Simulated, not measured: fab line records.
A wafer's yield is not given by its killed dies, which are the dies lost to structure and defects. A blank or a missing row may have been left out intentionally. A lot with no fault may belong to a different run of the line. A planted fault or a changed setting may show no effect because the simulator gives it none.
fab line records | flow gf180mcu
record: lots: 5 wafers: 15 lastDay: 32
route steps=602 shown MVPSD@87 VT_IMPLANT@90
lots that met no fault: from a run of the same line without faults
startH: hours from the record's opening day to when the first of the lot's shown wafers began | waitH: how many hours have passed since the lot's step before this one | " unchanged from the row above | L1.1+2: one row covering several wafers at once | - no value, or no start given | * or withheld: withheld | < > ~ a bound
route shown NAME@n: a module of which the file shows steps, and the number in the route of the first | usual: mean and standard deviation over wafers with no fault | same: alike in all rows | chamber/n: place in a boat | sites: each site's reading | _std_site: standard deviation of those values | _edge_site: mean of outer sites minus mean of inner sites | radiusMm: how far each site lies from the wafer's centre | mask NAME#n: copy n | behind: the tool/chamber that last shaped the wafer | hold: why the lot was held/for how many hours/how that ended | device: the transistor (n, p or np) that didn't switch | end of line: the route-end tests of the same wafers | where a step has no rows: the recipe by itself | killed: count of dies lost to structure and defects at first sort (not the wafer's yield) | map: a wafer's dies, marking killed ones x, the rest . and places with no die _
set.NAME: the run value of the setting; set.NAME@STEP: its run value at that earlier step | model.NAME: the simulator's own value behind a step, which no gauge read
a table for each step, a row for each wafer; lots at some steps of the route
services: the hour from which a tool's chamber was out of use, counted from the record's first day as startH (under 0 if before that day), plus the number of hours and why
== steps ==
step: GF_MVPSD_IMPLANT_09
recipe: species: B energyKev: 40 doseCm2: 5e+12 tiltDeg: 0
usual: endStationPressureTorr: 4.99e-06/2.8e-07
same: implantIonAmu: 11
columns lot.wafer tool chamber startH waitH endStationPressureTorr
L076.3 implanter-03 0 110.64 0.1 5.02e-06
L076.5 " 0 " " 5.39e-06
L076.6 " 0 " " 5.13e-06
L078.1 implanter-04 0 122.52 0.1 5.19e-06
L078.4 " 0 " " 5.35e-06
L078.6 " 0 " " 4.94e-06
L081.1 implanter-01 0 139.79 0.1 4.76e-06
L081.5 " 0 " " 4.92e-06
L081.6 " 0 " " 4.33e-06
L083.1 implanter-04 0 153.14 0.1 4.93e-06
L083.2 " 0 " " 4.71e-06
L083.5 " 0 " " 5.1e-06
L089.1 implanter-04 0 186.24 0.1 4.64e-06
L089.2 " 0 " " 5.13e-06
L089.5 " 0 " " 4.87e-06
step: GF_MVPSD_STRIP_10
recipe: chemistry: O2/N2 powerW: 1400 pressureMtorr: 1500 platenTempC: 250 o2FlowSccm: 3000 n2FlowSccm: 300 overashFraction: 0.5
usual: drypumpMotorCurrentA: 5.8/0.38 heaterPowerW: 316/33 oesProductAu: 0.722/0.0043 stripTimeToEndpointS: 36.99/0.078
same: overashFraction: 0.5
columns lot.wafer tool chamber startH waitH drypumpMotorCurrentA heaterPowerW oesProductAu rfHoursCounterH stripTimeToEndpointS
L076.3 plasmaAsher-01 1 110.78 0.1 5.4 313 0.720 - 37.01
L076.5 " 0 " " 5.5 302 0.717 - 36.98
L076.6 " 1 " " 5.4 315 0.731 - 37.00
L078.1 plasmaAsher-02 0 122.67 0.1 5.5 374 0.717 49 37.02
L078.4 " 0 " " 5.5 370 0.730 - 37.06
L078.6 " 1 " " 5.7 338 0.731 - 37.04
L081.1 plasmaAsher-04 1 139.94 0.1 5.7 325 0.717 2 36.93
L081.5 " 1 " " 5.7 317 0.714 - 36.81
L081.6 " 0 " " 6.5 269 0.726 - 36.85
L083.1 plasmaAsher-02 1 153.29 0.1 5.7 333 0.720 52 36.95
L083.2 " 0 " " 5.5 379 0.718 52 36.96
L083.5 " 1 " " 5.7 333 0.728 - 36.96
L089.1 plasmaAsher-04 0 186.39 0.1 6.4 263 0.717 8 37.14
L089.2 " 1 " " 5.7 326 0.723 8 37.09
L089.5 " 0 " " 6.5 268 0.720 - 37.07
step: GF_MVPSD_TW_MEAS_11
usual: MVPSD_TW: 557/4.3
columns lot.wafer tool chamber startH waitH MVPSD_TW
L076.3 filmMetro-01 - 110.86 0.1 553
L076.5 " - " " 557
L076.6 " - " " 556
L078.1 filmMetro-04 - 122.77 0.1 565
L078.4 " - " " 566
L078.6 " - " " 565
L081.1 filmMetro-04 - 140.04 0.1 563
L081.5 " - " " 566
L081.6 " - " " 565
L083.1 filmMetro-01 - 153.39 0.1 556
L083.2 " - " " 555
L083.5 " - " " 554
L089.1 filmMetro-03 - 186.49 0.1 552
L089.2 " - " " 556
L089.5 " - " " 554
step: GF_VT_IMPLANT_DEHYDRATE_00
recipe: tempC: 200 timeS: 60
usual: chillPlateTempC: 23.02/0.097
columns lot.wafer tool chamber startH waitH chillPlateTempC
L076.3 lithoTrack-04 0 117.40 6.5 23.20
L076.5 " 0 " " 23.04
L076.6 " 0 " " 23.00
L078.1 lithoTrack-04 0 130.00 7.2 22.84
L078.4 " 0 " " 23.00
L078.6 " 0 " " 23.03
L081.1 lithoTrack-04 0 147.00 6.9 22.99
L081.5 " 0 " " 22.92
L081.6 " 0 " " 22.84
L083.1 lithoTrack-01 0 160.28 6.9 23.10
L083.2 " 0 " " 23.02
L083.5 " 0 " " 23.00
L089.1 lithoTrack-04 0 194.15 7.6 22.91
L089.2 " 0 " " 22.93
L089.5 " 0 " " 22.97
step: GF_VT_IMPLANT_HMDS_01
recipe: primeTimeS: 60 primeTempC: 120
usual: chillPlateTempC: 22.99/0.12
columns lot.wafer tool chamber startH waitH chillPlateTempC
L076.3 lithoTrack-04 0 117.55 0.1 22.90
L076.5 " 0 " " 23.14
L076.6 " 0 " " 23.07
L078.1 lithoTrack-04 0 130.15 0.1 23.03
L078.4 " 0 " " 23.02
L078.6 " 0 " " 22.91
L081.1 lithoTrack-04 0 147.15 0.1 23.04
L081.5 " 0 " " 23.04
L081.6 " 0 " " 23.09
L083.1 lithoTrack-01 0 160.43 0.1 22.97
L083.2 " 0 " " 22.84
L083.5 " 0 " " 22.90
L089.1 lithoTrack-04 0 194.30 0.1 22.84
L089.2 " 0 " " 23.09
L089.5 " 0 " " 23.11
step: GF_VT_IMPLANT_COAT_02
recipe: resist: NOVOLAK spinRpm: 3000 resistThkNm: 1000
usual: chillPlateTempC: 22.99/0.098
columns lot.wafer tool chamber startH waitH chillPlateTempC
L076.3 lithoTrack-04 0 117.70 0.1 23.02
L076.5 " 0 " " 22.94
L076.6 " 0 " " 23.07
L078.1 lithoTrack-04 0 130.30 0.1 22.99
L078.4 " 0 " " 23.03
L078.6 " 0 " " 22.90
L081.1 lithoTrack-04 0 147.30 0.1 23.02
L081.5 " 0 " " 22.95
L081.6 " 0 " " 22.94
L083.1 lithoTrack-01 0 160.58 0.1 23.16
L083.2 " 0 " " 23.05
L083.5 " 0 " " 23.08
L089.1 lithoTrack-04 0 194.45 0.1 22.96
L089.2 " 0 " " 23.06
L089.5 " 0 " " 22.98
step: GF_VT_IMPLANT_SOFTBAKE_03
recipe: tempC: 90 timeS: 60 resist: NOVOLAK
usual: chillPlateTempC: 22.99/0.11
columns lot.wafer tool chamber startH waitH chillPlateTempC
L076.3 lithoTrack-04 0 117.85 0.1 23.14
L076.5 " 0 " " 23.12
L076.6 " 0 " " 23.27
L078.1 lithoTrack-04 0 130.45 0.1 23.08
L078.4 " 0 " " 23.06
L078.6 " 0 " " 22.90
L081.1 lithoTrack-04 0 147.45 0.1 22.79
L081.5 " 0 " " 22.89
L081.6 " 0 " " 23.07
L083.1 lithoTrack-01 0 160.73 0.1 22.86
L083.2 " 0 " " 22.84
L083.5 " 0 " " 22.98
L089.1 lithoTrack-04 0 194.60 0.1 23.02
L089.2 " 0 " " 23.05
L089.5 " 0 " " 23.12
step: GF_VT_IMPLANT_EXPOSE_04
recipe: maskId: LVPWELL_LV_AREA targetCdNm: 600 na: 0.6 sourceShape: conventional sigmaOuter: 0.6 doseMj: 140
same: na: 0.6
columns lot.wafer tool chamber startH waitH mask
L076.3+5+6 ilineStepper-02 0 - - LVPWELL_LV_AREA#0
L078.1+4+6 ilineStepper-01 0 - - LVPWELL_LV_AREA#0
L081.1+5+6 ilineStepper-01 0 - - LVPWELL_LV_AREA#0
L083.1+2+5 ilineStepper-02 0 - - LVPWELL_LV_AREA#0
L089.1+2+5 ilineStepper-01 0 - - LVPWELL_LV_AREA#0
step: GF_VT_IMPLANT_PEB_05
recipe: tempC: withheld timeS: * resist: NOVOLAK
usual: chillPlateTempC: *
columns lot.wafer tool chamber startH waitH chillPlateTempC
L076.3 lithoTrack-03 0 - - *
L076.5 " 0 " " *
L076.6 " 0 " " *
L078.1 lithoTrack-01 0 - - *
L078.4 " 0 " " *
L078.6 " 0 " " *
L081.1 lithoTrack-01 0 - - *
L081.5 " 0 " " *
L081.6 " 0 " " *
L083.1 lithoTrack-01 0 - - *
L083.2 " 0 " " *
L083.5 " 0 " " *
L089.1 lithoTrack-01 0 - - *
L089.2 " 0 " " *
L089.5 " 0 " " *
step: GF_VT_IMPLANT_DEVELOP_06
recipe: developTimeS: 60 devTempC: 23
usual: chillPlateTempC: 23.02/0.11
columns lot.wafer tool chamber startH waitH chillPlateTempC
L076.3 lithoTrack-03 0 125.44 0.1 23.01
L076.5 " 0 " " 23.23
L076.6 " 0 " " 23.18
L078.1 lithoTrack-01 0 137.38 0.1 23.20
L078.4 " 0 " " 23.24
L078.6 " 0 " " 23.37
L081.1 lithoTrack-01 0 154.78 0.1 22.84
L081.5 " 0 " " 23.00
L081.6 " 0 " " 23.12
L083.1 lithoTrack-01 0 169.03 0.1 22.91
L083.2 " 0 " " 22.90
L083.5 " 0 " " 22.88
L089.1 lithoTrack-01 0 202.83 0.1 23.05
L089.2 " 0 " " 23.16
L089.5 " 0 " " 23.05
step: GF_VT_IMPLANT_OVL_MEAS_07
usual: VT_IMPLANT_OVL: -0.9/1.5
columns lot.wafer tool chamber startH waitH VT_IMPLANT_OVL[nm]
L076.3 overlay-01 - 125.55 0.1 -1.3
L076.5 " - " " -3.4
L076.6 " - " " -1.9
L078.1 overlay-02 - 137.53 0.1 -1.7
L078.4 " - " " -2.2
L078.6 " - " " 0.2
L081.1 overlay-02 - 154.93 0.1 1.3
L081.5 " - " " 0.2
L081.6 " - " " 1.2
L083.1 overlay-01 - 169.18 0.1 -4.1
L083.2 " - " " -1.7
L083.5 " - " " -2.7
L089.1 overlay-02 - 202.98 0.1 -0.1
L089.2 " - " " -1.7
L089.5 " - " " 1.9
step: GF_VT_IMPLANT_IMPLANT_08
recipe: species: BF2 energyKev: 20 doseCm2: 8.29e+12 tiltDeg: 7
usual: endStationPressureTorr: 5e-06/2.7e-07
same: implantIonAmu: 49
columns lot.wafer tool chamber startH waitH endStationPressureTorr
L076.3 implanter-04 0 125.62 0.1 4.99e-06
L076.5 " 0 " " 4.68e-06
L076.6 " 0 " " 4.56e-06
L078.1 implanter-04 0 137.57 0.0 5.36e-06
L078.4 " 0 " " 5.29e-06
L078.6 " 0 " " 5.17e-06
L081.1 implanter-02 0 154.97 0.0 5.02e-06
L081.5 " 0 " " 4.96e-06
L081.6 " 0 " " 4.88e-06
L083.1 implanter-03 0 169.22 0.0 5.24e-06
L083.2 " 0 " " 5.06e-06
L083.5 " 0 " " 4.87e-06
L089.1 implanter-02 0 203.02 0.0 5.32e-06
L089.2 " 0 " " 4.67e-06
L089.5 " 0 " " 5.18e-06
step: GF_VT_IMPLANT_STRIP_09
recipe: chemistry: O2/N2 powerW: 1400 pressureMtorr: 1500 platenTempC: 250 o2FlowSccm: 3000 n2FlowSccm: 300 overashFraction: 0.5
usual: drypumpMotorCurrentA: 5.9/0.43 heaterPowerW: 308/16 oesProductAu: 0.716/0.005 stripTimeToEndpointS: 12.63/0.035
same: overashFraction: 0.5
columns lot.wafer tool chamber startH waitH drypumpMotorCurrentA heaterPowerW oesProductAu rfHoursCounterH stripTimeToEndpointS
L076.3 plasmaAsher-04 0 125.76 0.1 6.4 265 0.717 - 12.62
L076.5 " 1 " " 5.7 318 0.717 - 12.63
L076.6 " 0 " " 6.4 272 0.719 - 12.66
L078.1 plasmaAsher-04 0 137.72 0.1 6.4 269 0.716 2 12.64
L078.4 " 1 " " 5.7 323 0.717 - 12.62
L078.6 " 0 " " 6.5 272 0.717 - 12.61
L081.1 plasmaAsher-04 1 155.12 0.1 5.7 326 0.715 4 12.57
L081.5 " 1 " " 5.7 312 0.714 - 12.61
L081.6 " 0 " " 6.4 269 0.714 - 12.65
L083.1 plasmaAsher-03 0 169.37 0.1 5.7 313 0.712 54 12.68
L083.2 " 1 " " 6.4 317 0.719 54 12.62
L083.5 " 1 " " 6.5 320 0.718 - 12.63
L089.1 plasmaAsher-03 1 203.17 0.1 6.4 319 0.716 58 12.65
L089.2 " 0 " " 5.7 318 0.724 58 12.67
L089.5 " 1 " " 6.5 327 0.725 - 12.64
step: GF_VT_IMPLANT_TW_MEAS_10
usual: VT_IMPLANT_TW: 566.7/2.7
columns lot.wafer tool chamber startH waitH VT_IMPLANT_TW
L076.3 filmMetro-02 - 125.84 0.1 568.1
L076.5 " - " " 568.6
L076.6 " - " " 569.6
L078.1 filmMetro-01 - 137.82 0.1 567.1
L078.4 " - " " 564.2
L078.6 " - " " 566.9
L081.1 filmMetro-02 - 155.22 0.1 564.1
L081.5 " - " " 564.5
L081.6 " - " " 565.0
L083.1 filmMetro-02 - 169.47 0.1 567.9
L083.2 " - " " 568.2
L083.5 " - " " 564.8
L089.1 filmMetro-01 - 203.27 0.1 566.5
L089.2 " - " " 565.5
L089.5 " - " " 564.0
step: GF_VT_IMPLANT_DEHYDRATE_11
recipe: tempC: 200 timeS: 60
usual: chillPlateTempC: 23.00/0.11
columns lot.wafer tool chamber startH waitH chillPlateTempC
L076.3 lithoTrack-04 0 132.85 7.0 23.17
L076.5 " 0 " " 22.96
L076.6 " 0 " " 23.06
L078.1 lithoTrack-01 0 144.78 7.0 22.80
L078.4 " 0 " " 23.05
L078.6 " 0 " " 22.79
L081.1 lithoTrack-04 0 162.70 7.5 22.94
L081.5 " 0 " " 22.99
L081.6 " 0 " " 23.16
L083.1 lithoTrack-01 0 176.28 6.8 23.17
L083.2 " 0 " " 23.01
L083.5 " 0 " " 23.20
L089.1 lithoTrack-03 0 210.19 6.9 23.03
L089.2 " 0 " " 23.00
L089.5 " 0 " " 23.12
step: GF_VT_IMPLANT_HMDS_12
recipe: primeTimeS: 60 primeTempC: 120
usual: chillPlateTempC: 22.99/0.11
columns lot.wafer tool chamber startH waitH chillPlateTempC
L076.3 lithoTrack-04 0 133.00 0.1 23.04
L076.5 " 0 " " 22.95
L076.6 " 0 " " 22.90
L078.1 lithoTrack-01 0 144.93 0.1 22.86
L078.4 " 0 " " 23.02
L078.6 " 0 " " 22.92
L081.1 lithoTrack-04 0 162.85 0.1 22.86
L081.5 " 0 " " 22.85
L081.6 " 0 " " 23.08
L083.1 lithoTrack-01 0 176.43 0.1 22.98
L083.2 " 0 " " 22.83
L083.5 " 0 " " 22.81
L089.1 lithoTrack-03 0 210.34 0.1 22.93
L089.2 " 0 " " 23.13
L089.5 " 0 " " 22.96
step: GF_VT_IMPLANT_COAT_13
recipe: resist: NOVOLAK spinRpm: 3000 resistThkNm: 1000
usual: chillPlateTempC: 23.01/0.11
columns lot.wafer tool chamber startH waitH chillPlateTempC
L076.3 lithoTrack-04 0 133.15 0.1 23.10
L076.5 " 0 " " 22.92
L076.6 " 0 " " 22.93
L078.1 lithoTrack-01 0 145.08 0.1 23.19
L078.4 " 0 " " 23.03
L078.6 " 0 " " 23.28
L081.1 lithoTrack-04 0 163.00 0.1 23.09
L081.5 " 0 " " 23.24
L081.6 " 0 " " 23.19
L083.1 lithoTrack-01 0 176.58 0.1 22.97
L083.2 " 0 " " 22.79
L083.5 " 0 " " 22.85
L089.1 lithoTrack-03 0 210.49 0.1 23.18
L089.2 " 0 " " 23.08
L089.5 " 0 " " 23.06
step: GF_VT_IMPLANT_SOFTBAKE_14
recipe: tempC: 90 timeS: 60 resist: NOVOLAK
usual: chillPlateTempC: 23.02/0.11
columns lot.wafer tool chamber startH waitH chillPlateTempC
L076.3 lithoTrack-04 0 133.30 0.1 23.04
L076.5 " 0 " " 23.11
L076.6 " 0 " " 23.06
L078.1 lithoTrack-01 0 145.23 0.1 23.00
L078.4 " 0 " " 22.87
L078.6 " 0 " " 23.09
L081.1 lithoTrack-04 0 163.15 0.1 22.77
L081.5 " 0 " " 23.02
L081.6 " 0 " " 22.82
L083.1 lithoTrack-01 0 176.73 0.1 22.94
L083.2 " 0 " " 22.93
L083.5 " 0 " " 22.97
L089.1 lithoTrack-03 0 210.64 0.1 22.87
L089.2 " 0 " " 23.03
L089.5 " 0 " " 22.83
step: GF_VT_IMPLANT_EXPOSE_15
recipe: maskId: Nwell_LV_AREA targetCdNm: 860 na: 0.6 sourceShape: conventional sigmaOuter: 0.6 doseMj: 140
same: na: 0.6
columns lot.wafer tool chamber startH waitH mask
L076.3+5+6 ilineStepper-01 0 - - Nwell_LV_AREA#0
L078.1+4+6 ilineStepper-02 0 - - Nwell_LV_AREA#0
L081.1+5+6 ilineStepper-01 0 - - Nwell_LV_AREA#0
L083.1+2+5 ilineStepper-02 0 - - Nwell_LV_AREA#0
L089.1+2+5 ilineStepper-02 0 - - Nwell_LV_AREA#0
step: GF_VT_IMPLANT_PEB_16
recipe: tempC: withheld timeS: * resist: NOVOLAK
usual: chillPlateTempC: *
columns lot.wafer tool chamber startH waitH chillPlateTempC
L076.3 lithoTrack-01 0 - - *
L076.5 " 0 " " *
L076.6 " 0 " " *
L078.1 lithoTrack-04 0 - - *
L078.4 " 0 " " *
L078.6 " 0 " " *
L081.1 lithoTrack-01 0 - - *
L081.5 " 0 " " *
L081.6 " 0 " " *
L083.1 lithoTrack-01 0 - - *
L083.2 " 0 " " *
L083.5 " 0 " " *
L089.1 lithoTrack-04 0 - - *
L089.2 " 0 " " *
L089.5 " 0 " " *
step: GF_VT_IMPLANT_DEVELOP_17
recipe: developTimeS: 60 devTempC: 23
usual: chillPlateTempC: 22.97/0.092
columns lot.wafer tool chamber startH waitH chillPlateTempC
L076.3 lithoTrack-01 0 140.83 0.1 23.00
L076.5 " 0 " " 23.04
L076.6 " 0 " " 22.90
L078.1 lithoTrack-04 0 153.15 0.1 22.99
L078.4 " 0 " " 22.94
L078.6 " 0 " " 22.93
L081.1 lithoTrack-01 0 171.43 0.1 23.08
L081.5 " 0 " " 22.92
L081.6 " 0 " " 23.15
L083.1 lithoTrack-01 0 184.58 0.1 22.97
L083.2 " 0 " " 22.91
L083.5 " 0 " " 22.98
L089.1 lithoTrack-04 0 218.94 0.1 22.94
L089.2 " 0 " " 23.02
L089.5 " 0 " " 23.09
step: GF_VT_IMPLANT_OVL_MEAS_18
usual: VT_IMPLANT_01_OVL: -0.6/1.3
columns lot.wafer tool chamber startH waitH VT_IMPLANT_01_OVL[nm]
L076.3 overlay-02 - 140.95 0.1 1.1
L076.5 " - " " 0.0
L076.6 " - " " 0.4
L078.1 overlay-02 - 153.30 0.1 2.2
L078.4 " - " " 0.3
L078.6 " - " " -0.1
L081.1 overlay-01 - 171.58 0.1 -0.3
L081.5 " - " " 0.1
L081.6 " - " " 0.3
L083.1 overlay-01 - 184.73 0.1 1.9
L083.2 " - " " 1.9
L083.5 " - " " 1.3
L089.1 overlay-02 - 219.09 0.1 0.3
L089.2 " - " " 0.3
L089.5 " - " " 0.6
step: GF_VT_IMPLANT_IMPLANT_19
recipe: species: As energyKev: 100 doseCm2: 4.35e+12 tiltDeg: 7
usual: endStationPressureTorr: 5e-06/3e-07
same: implantIonAmu: 75
columns lot.wafer tool chamber startH waitH endStationPressureTorr
L076.3 implanter-04 0 141.02 0.1 4.7e-06
L076.5 " 0 " " 4.8e-06
L076.6 " 0 " " 5.4e-06
L078.1 implanter-03 0 153.33 0.0 5.3e-06
L078.4 " 0 " " 4.9e-06
L078.6 " 0 " " 4.9e-06
L081.1 implanter-03 0 171.62 0.0 5.1e-06
L081.5 " 0 " " 5.2e-06
L081.6 " 0 " " 5.3e-06
L083.1 implanter-04 0 184.77 0.0 4.8e-06
L083.2 " 0 " " 5e-06
L083.5 " 0 " " 5.1e-06
L089.1 implanter-03 0 219.13 0.0 5.4e-06
L089.2 " 0 " " 5.3e-06
L089.5 " 0 " " 4.8e-06
step: GF_VT_IMPLANT_STRIP_20
recipe: chemistry: O2/N2 powerW: 1400 pressureMtorr: 1500 platenTempC: 250 o2FlowSccm: 3000 n2FlowSccm: 300 overashFraction: 0.5
usual: drypumpMotorCurrentA: 5.9/0.43 heaterPowerW: 307/17 oesProductAu: 0.716/0.0047 stripTimeToEndpointS: 12.648/0.03
same: overashFraction: 0.5
columns lot.wafer tool chamber startH waitH drypumpMotorCurrentA heaterPowerW oesProductAu rfHoursCounterH stripTimeToEndpointS
L076.3 plasmaAsher-04 1 141.15 0.1 5.7 318 0.728 - 12.701
L076.5 " 1 " " 5.7 323 0.713 - 12.714
L076.6 " 0 " " 6.5 265 0.716 - 12.679
L078.1 plasmaAsher-03 1 153.48 0.1 6.4 321 0.709 51 12.626
L078.4 " 1 " " 6.5 314 0.711 - 12.620
L078.6 " 0 " " 5.7 315 0.717 - 12.613
L081.1 plasmaAsher-01 1 171.77 0.1 5.4 307 0.718 39 12.661
L081.5 " 1 " " 5.3 312 0.718 - 12.662
L081.6 " 0 " " 5.5 295 0.715 - 12.626
L083.1 plasmaAsher-03 1 184.92 0.1 6.5 322 0.716 56 12.654
L083.2 " 0 " " 5.7 308 0.715 56 12.610
L083.5 " 1 " " 6.4 319 0.719 - 12.652
L089.1 plasmaAsher-03 0 219.28 0.1 5.7 310 0.718 59 12.637
L089.2 " 1 " " 6.5 329 0.718 59 12.645
L089.5 " 1 " " 6.5 319 0.710 - 12.669
step: GF_VT_IMPLANT_TW_MEAS_21
usual: VT_IMPLANT_2_TW: 1220/6.7
columns lot.wafer tool chamber startH waitH VT_IMPLANT_2_TW
L076.3 filmMetro-02 - 141.24 0.1 1227
L076.5 " - " " 1219
L076.6 " - " " 1227
L078.1 filmMetro-02 - 153.58 0.1 1209
L078.4 " - " " 1215
L078.6 " - " " 1210
L081.1 filmMetro-01 - 171.87 0.1 1218
L081.5 " - " " 1214
L081.6 " - " " 1212
L083.1 filmMetro-01 - 185.02 0.1 1222
L083.2 " - " " 1215
L083.5 " - " " 1216
L089.1 filmMetro-02 - 219.38 0.1 1223
L089.2 " - " " 1220
L089.5 " - " " 1218
step: GF_VT_IMPLANT_DEHYDRATE_22
recipe: tempC: 200 timeS: 60
usual: chillPlateTempC: 23.01/0.081
columns lot.wafer tool chamber startH waitH chillPlateTempC
L076.3 lithoTrack-01 0 148.58 7.3 22.98
L076.5 " 0 " " 23.03
L076.6 " 0 " " 23.02
L078.1 lithoTrack-03 0 160.69 7.1 23.13
L078.4 " 0 " " 22.85
L078.6 " 0 " " 23.08
L081.1 lithoTrack-03 0 178.99 7.1 23.00
L081.5 " 0 " " 23.07
L081.6 " 0 " " 23.08
L083.1 lithoTrack-01 0 192.43 7.4 22.97
L083.2 " 0 " " 23.13
L083.5 " 0 " " 22.96
L089.1 lithoTrack-03 0 227.09 7.7 23.11
L089.2 " 0 " " 23.06
L089.5 " 0 " " 23.01
step: GF_VT_IMPLANT_HMDS_23
recipe: primeTimeS: 60 primeTempC: 120
usual: chillPlateTempC: 22.99/0.11
columns lot.wafer tool chamber startH waitH chillPlateTempC
L076.3 lithoTrack-01 0 148.73 0.1 23.22
L076.5 " 0 " " 23.13
L076.6 " 0 " " 23.04
L078.1 lithoTrack-03 0 160.84 0.1 22.99
L078.4 " 0 " " 23.09
L078.6 " 0 " " 22.89
L081.1 lithoTrack-03 0 179.14 0.1 23.07
L081.5 " 0 " " 23.01
L081.6 " 0 " " 23.21
L083.1 lithoTrack-01 0 192.58 0.1 23.01
L083.2 " 0 " " 23.01
L083.5 " 0 " " 23.12
L089.1 lithoTrack-03 0 227.24 0.1 22.93
L089.2 " 0 " " 22.85
L089.5 " 0 " " 23.07
step: GF_VT_IMPLANT_COAT_24
recipe: resist: NOVOLAK spinRpm: 3000 resistThkNm: 1000
usual: chillPlateTempC: 23.01/0.11
columns lot.wafer tool chamber startH waitH chillPlateTempC
L076.3 lithoTrack-01 0 148.88 0.1 23.03
L076.5 " 0 " " 23.03
L076.6 " 0 " " 23.00
L078.1 lithoTrack-03 0 160.99 0.1 23.06
L078.4 " 0 " " 22.87
L078.6 " 0 " " 23.05
L081.1 lithoTrack-03 0 179.29 0.1 22.91
L081.5 " 0 " " 22.91
L081.6 " 0 " " 22.95
L083.1 lithoTrack-01 0 192.73 0.1 23.20
L083.2 " 0 " " 23.02
L083.5 " 0 " " 23.07
L089.1 lithoTrack-03 0 227.39 0.1 23.01
L089.2 " 0 " " 23.07
L089.5 " 0 " " 23.20
step: GF_VT_IMPLANT_SOFTBAKE_25
recipe: tempC: 90 timeS: 60 resist: NOVOLAK
usual: chillPlateTempC: 22.99/0.11
columns lot.wafer tool chamber startH waitH chillPlateTempC
L076.3 lithoTrack-01 0 149.03 0.1 23.16
L076.5 " 0 " " 23.16
L076.6 " 0 " " 23.12
L078.1 lithoTrack-03 0 161.14 0.1 22.77
L078.4 " 0 " " 22.94
L078.6 " 0 " " 23.02
L081.1 lithoTrack-03 0 179.44 0.1 22.94
L081.5 " 0 " " 23.09
L081.6 " 0 " " 23.03
L083.1 lithoTrack-01 0 192.88 0.1 23.05
L083.2 " 0 " " 22.94
L083.5 " 0 " " 23.11
L089.1 lithoTrack-03 0 227.54 0.1 23.06
L089.2 " 0 " " 22.90
L089.5 " 0 " " 23.18
step: GF_VT_IMPLANT_EXPOSE_26
recipe: maskId: LVPWELL_HV_AREA targetCdNm: 860 na: 0.6 sourceShape: conventional sigmaOuter: 0.6 doseMj: 140
same: na: 0.6
columns lot.wafer tool chamber startH waitH mask
L076.3+5+6 ilineStepper-02 0 - - LVPWELL_HV_AREA#0
L078.1+4+6 ilineStepper-02 0 - - LVPWELL_HV_AREA#0
L081.1+5+6 ilineStepper-02 0 - - LVPWELL_HV_AREA#0
L083.1+2+5 ilineStepper-01 0 - - LVPWELL_HV_AREA#0
L089.1+2+5 ilineStepper-02 0 - - LVPWELL_HV_AREA#0
step: GF_VT_IMPLANT_PEB_27
recipe: tempC: withheld timeS: * resist: NOVOLAK
usual: chillPlateTempC: *
columns lot.wafer tool chamber startH waitH chillPlateTempC
L076.3 lithoTrack-03 0 - - *
L076.5 " 0 " " *
L076.6 " 0 " " *
L078.1 lithoTrack-04 0 - - *
L078.4 " 0 " " *
L078.6 " 0 " " *
L081.1 lithoTrack-04 0 - - *
L081.5 " 0 " " *
L081.6 " 0 " " *
L083.1 lithoTrack-04 0 - - *
L083.2 " 0 " " *
L083.5 " 0 " " *
L089.1 lithoTrack-03 0 - - *
L089.2 " 0 " " *
L089.5 " 0 " " *
step: GF_VT_IMPLANT_DEVELOP_28
recipe: developTimeS: 60 devTempC: 23
usual: chillPlateTempC: 23.04/0.11
columns lot.wafer tool chamber startH waitH chillPlateTempC
L076.3 lithoTrack-03 0 157.24 0.1 23.18
L076.5 " 0 " " 23.05
L076.6 " 0 " " 23.05
L078.1 lithoTrack-04 0 169.30 0.1 23.20
L078.4 " 0 " " 23.16
L078.6 " 0 " " 23.22
L081.1 lithoTrack-04 0 187.90 0.1 22.95
L081.5 " 0 " " 22.99
L081.6 " 0 " " 22.96
L083.1 lithoTrack-04 0 201.14 0.1 23.00
L083.2 " 0 " " 23.14
L083.5 " 0 " " 23.18
L089.1 lithoTrack-03 0 235.89 0.1 23.07
L089.2 " 0 " " 23.06
L089.5 " 0 " " 23.20
step: GF_VT_IMPLANT_OVL_MEAS_29
usual: VT_IMPLANT_02_OVL: -1.1/1.5
columns lot.wafer tool chamber startH waitH VT_IMPLANT_02_OVL[nm]
L076.3 overlay-01 - 157.35 0.1 -0.6
L076.5 " - " " -5.2
L076.6 " - " " -4.2
L078.1 overlay-02 - 169.45 0.1 -3.5
L078.4 " - " " -2.8
L078.6 " - " " -1.0
L081.1 overlay-01 - 188.05 0.1 -1.6
L081.5 " - " " -3.5
L081.6 " - " " -0.6
L083.1 overlay-02 - 201.29 0.1 -0.8
L083.2 " - " " -1.4
L083.5 " - " " -0.7
L089.1 overlay-01 - 236.04 0.1 -0.9
L089.2 " - " " -1.4
L089.5 " - " " -1.4
step: GF_VT_IMPLANT_IMPLANT_30
recipe: species: B energyKev: 25 doseCm2: 2.534e+12 tiltDeg: 7
usual: endStationPressureTorr: 4.98e-06/2.4e-07
same: implantIonAmu: 11
columns lot.wafer tool chamber startH waitH endStationPressureTorr
L076.3 implanter-03 0 157.42 0.1 5.07e-06
L076.5 " 0 " " 4.8e-06
L076.6 " 0 " " 5.51e-06
L078.1 implanter-04 0 169.48 0.0 4.65e-06
L078.4 " 0 " " 4.93e-06
L078.6 " 0 " " 4.92e-06
L081.1 implanter-03 0 188.08 0.0 4.79e-06
L081.5 " 0 " " 4.75e-06
L081.6 " 0 " " 5.15e-06
L083.1 implanter-02 0 201.33 0.0 4.91e-06
L083.2 " 0 " " 4.91e-06
L083.5 " 0 " " 4.74e-06
L089.1 implanter-03 0 236.07 0.0 5.21e-06
L089.2 " 0 " " 4.78e-06
L089.5 " 0 " " 5.16e-06
== services ==
columns tool chamber startH hours kind
plasmaAsher-03 - 92.17 2.5 repair
implanter-01 - 96.51 3.1 pm
plasmaAsher-03 - 99.88 2.8 pm
implanter-04 - 100.03 3.5 repair
plasmaAsher-04 - 108.75 9.0 pm
plasmaAsher-04 0 108.75 9.0 ventCycle
plasmaAsher-04 1 108.75 9.0 ventCycle
implanter-04 - 111.37 6.5 repair
plasmaAsher-04 0 117.75 - clean
plasmaAsher-04 1 117.75 - clean
implanter-03 - 124.68 3.4 repair
implanter-02 - 125.35 20.5 pm
plasmaAsher-04 - 148.60 4.3 pm
plasmaAsher-02 - 155.32 3.0 repair
plasmaAsher-02 - 158.15 27.6 repair
implanter-02 - 166.94 14.8 pm
implanter-04 - 171.17 1.9 repair
implanter-01 - 175.43 5.4 repair
implanter-02 - 185.62 4.4 repair
ilineStepper-01 0 190.58 - calibration
ilineStepper-01 - 190.85 1.7 pm
implanter-03 - 213.97 4.2 repair
implanter-02 - 225.89 0.6 repair
implanter-01 - 229.34 0.6 repair
== key ==
fault none
